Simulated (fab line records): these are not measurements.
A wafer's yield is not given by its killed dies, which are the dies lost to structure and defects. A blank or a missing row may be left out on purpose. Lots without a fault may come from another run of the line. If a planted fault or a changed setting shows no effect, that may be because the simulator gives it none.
One fault through the eyes of 2 desks / flow sky130 / every desk sees just its own numbers, and what lay behind them comes last

THE TOOL OWNER'S DESK: implanter-02
For each lot that ran on this tool, the mean over its sampled wafers that have a number, from the tool's own readings at SKY_NWELL_IMPLANT_13. Marked OUT: a lot whose mean sits more than 4 standard deviations from the usual mean, which makes it out of limits; the brackets give that distance.
Columns: A = beamEnergyKeV at SKY_NWELL_IMPLANT_13, usual 49.999; B = doseIonsCm2 at SKY_NWELL_IMPLANT_13, usual 6.999e+11; C = faradayCurrentUA at SKY_NWELL_IMPLANT_13, usual 3.95
lot=L822; first seen here=day 5 22:34; A=50.001; B=6.996e+11; C=3.89
lot=L828; first seen here=day 6 18:54; A=49.999; B=9.761e+11 (+99 or more) OUT; C=5.45 (+20) OUT
lot=L829; first seen here=day 7 03:58; A=49.987; B=9.751e+11 (+99 or more) OUT; C=5.53 (+21) OUT
lot=L841; first seen here=day 10 07:56; A=50.000; B=6.999e+11; C=4.06
lot=L842; first seen here=day 10 09:08; A=50.000; B=6.988e+11; C=3.98
Finding of this desk: L828, L829 out of limits; the first was L828 at day 6 18:54, on doseIonsCm2 at SKY_NWELL_IMPLANT_13. In limits: L822, L841, L842.

AT THE METROLOGY DESK
Lot by lot, what the gauges showed, no matter which tool ran the lot: averages of those sampled wafers that carry a number. Marked OUT: a lot whose mean sits more than 4 standard deviations from the usual mean, which makes it out of limits; the brackets give that distance.
Columns: A = FIELD_ISO_CVD_24_THK at SKY_FIELD_ISO_THK_MEAS_25, usual 595 nm; B = PWDE_OVL at SKY_PWDE_OVL_MEAS_07, usual 0.3 nm; C = NWELL_RS at SKY_NWELL_RS_MEAS_29, usual 625.0 ohm/sq; D = VT_ADJUST_HVTP_TW at SKY_VT_ADJUST_HVTP_TW_MEAS_11, usual 1375
lot=L820; first seen here=day 2 11:03; A=599; B=1.3; C=623.4; D=1400
lot=L822; first seen here=day 3 02:05; A=594; B=1.5; C=626.3; D=1358
lot=L828; first seen here=day 4 06:49; A=604; B=1.1; C=617.2 (-5.2) OUT; D=1394
lot=L829; first seen here=day 4 15:20; A=593; B=-1.1; C=618.4 (-4.4) OUT; D=1354
lot=L831; first seen here=day 5 00:09; A=595; B=0.3; C=625.8; D=1388
lot=L832; first seen here=day 5 03:22; A=600; B=-0.2; C=624.0; D=1393
lot=L835; first seen here=day 5 20:02; A=596; B=-0.5; C=626.3; D=1365
lot=L837; first seen here=day 6 04:54; A=597; B=-0.0; C=624.7; D=1363
lot=L838; first seen here=day 6 10:43; A=589; B=-0.3; C=624.0; D=1355
lot=L839; first seen here=day 6 15:39; A=595; B=-1.1; C=624.0; D=1355
lot=L840; first seen here=day 6 20:11; A=591; B=-0.9; C=624.8; D=1395
lot=L841; first seen here=day 7 04:20; A=592; B=0.2; C=624.1; D=1392
lot=L842; first seen here=day 7 06:43; A=598; B=2.6; C=626.1; D=1359
Finding of this desk: L828, L829 out of limits, first seen on L828 at day 7 16:39 (NWELL_RS at SKY_NWELL_RS_MEAS_29). In limits: L820, L822, L831, L832, L835, L837, L838, L839, L840, L841, L842.

TAKEN TOGETHER
At day 6 18:54, on L828, L829, the tool owner's desk was in a position to raise an alarm.
The metrology desk could have raised an alarm at day 7 16:39, on L828, L829.
On implanter-02, each named lot ran SKY_NWELL_IMPLANT_13.

WHAT THE SIMULATOR HAD INSERTED
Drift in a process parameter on implanter-02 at SKY_NWELL_IMPLANT_13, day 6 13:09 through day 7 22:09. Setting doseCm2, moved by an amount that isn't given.
Lots struck among those shown: L828, L829.
Time in hours from fault onset to the first out-of-limits reading at each desk: tool owner's desk 6, metrology desk 28.
